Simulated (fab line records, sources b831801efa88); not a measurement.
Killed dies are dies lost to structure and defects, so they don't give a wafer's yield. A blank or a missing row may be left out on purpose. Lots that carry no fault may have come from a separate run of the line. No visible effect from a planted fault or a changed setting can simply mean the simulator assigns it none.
Chamber matching + flow sky130 + 4 sister chambers for SKY_VIA2_CMP_24 on cmp-02
The step polishes, stops on SiO2, t overpolish 20 s, target thk 0 nm. 8 wafers are shown with their chamber, then 6 later ones without.

== WAFERS PAIRED WITH THEIR CHAMBERS ==
| wafer  | chamber | motor_current_A (A) | time_to_endpoint_s (s) |
|--------|---------|---------------------|------------------------|
| L584.3 | 1       | 9.0                 | 99                     |
| L590.2 | 2       | 9.6                 | 88                     |
| L591.1 | 3       | 10.2                | 89                     |
| L591.3 | 2       | 9.2                 | 94                     |
| L591.6 | 1       | 9.9                 | 95                     |
| L601.3 | 0       | 12.3                | 96                     |
| L601.5 | 0       | 12.5                | 95                     |
| L601.6 | 3       | 9.9                 | 96                     |

== WAFERS WHOSE CHAMBER IS MISSING ==
| wafer  | motor_current_A (A) | time_to_endpoint_s (s) |
|--------|---------------------|------------------------|
| L600.1 | 9.1                 | 95                     |
| L600.3 | 12.9                | 94                     |
| L600.5 | 12.8                | 91                     |
| L604.1 | 12.8                | 95                     |
| L604.4 | 10.0                | 99                     |
| L604.5 | 9.8                 | 99                     |

== WHICH CHAMBER EACH WENT THROUGH ==
| wafer  | from the rows above          | in truth |
|--------|------------------------------|----------|
| L600.1 | can't be placed: 1 or 2 or 3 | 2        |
| L600.3 | 0                            | 0        |
| L600.5 | 0                            | 0        |
| L604.1 | 0                            | 0        |
| L604.4 | can't be placed: 1 or 3 or 2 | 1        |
| L604.5 | can't be placed: 1 or 3 or 2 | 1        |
Placed correctly: 3 of 6. Cannot be placed on the basis of these rows: 3; the candidates contain the true chamber in 3. 0 placed wrongly.
How it was worked out, from the rows above alone: a wafer's distance from a chamber is the root of the sum, over the readings, of the square of ((its reading less the chamber's mean) divided by the reading's scatter). If the next closest chamber is less than 2 further off than the closest, the wafer can't be placed; otherwise it belongs to the closest. A chamber's mean is the mean of its shown wafers. The scatter: the root of (the sum of the squares of (reading less its chamber's mean) over the shown wafers, divided by (wafers less chambers)).
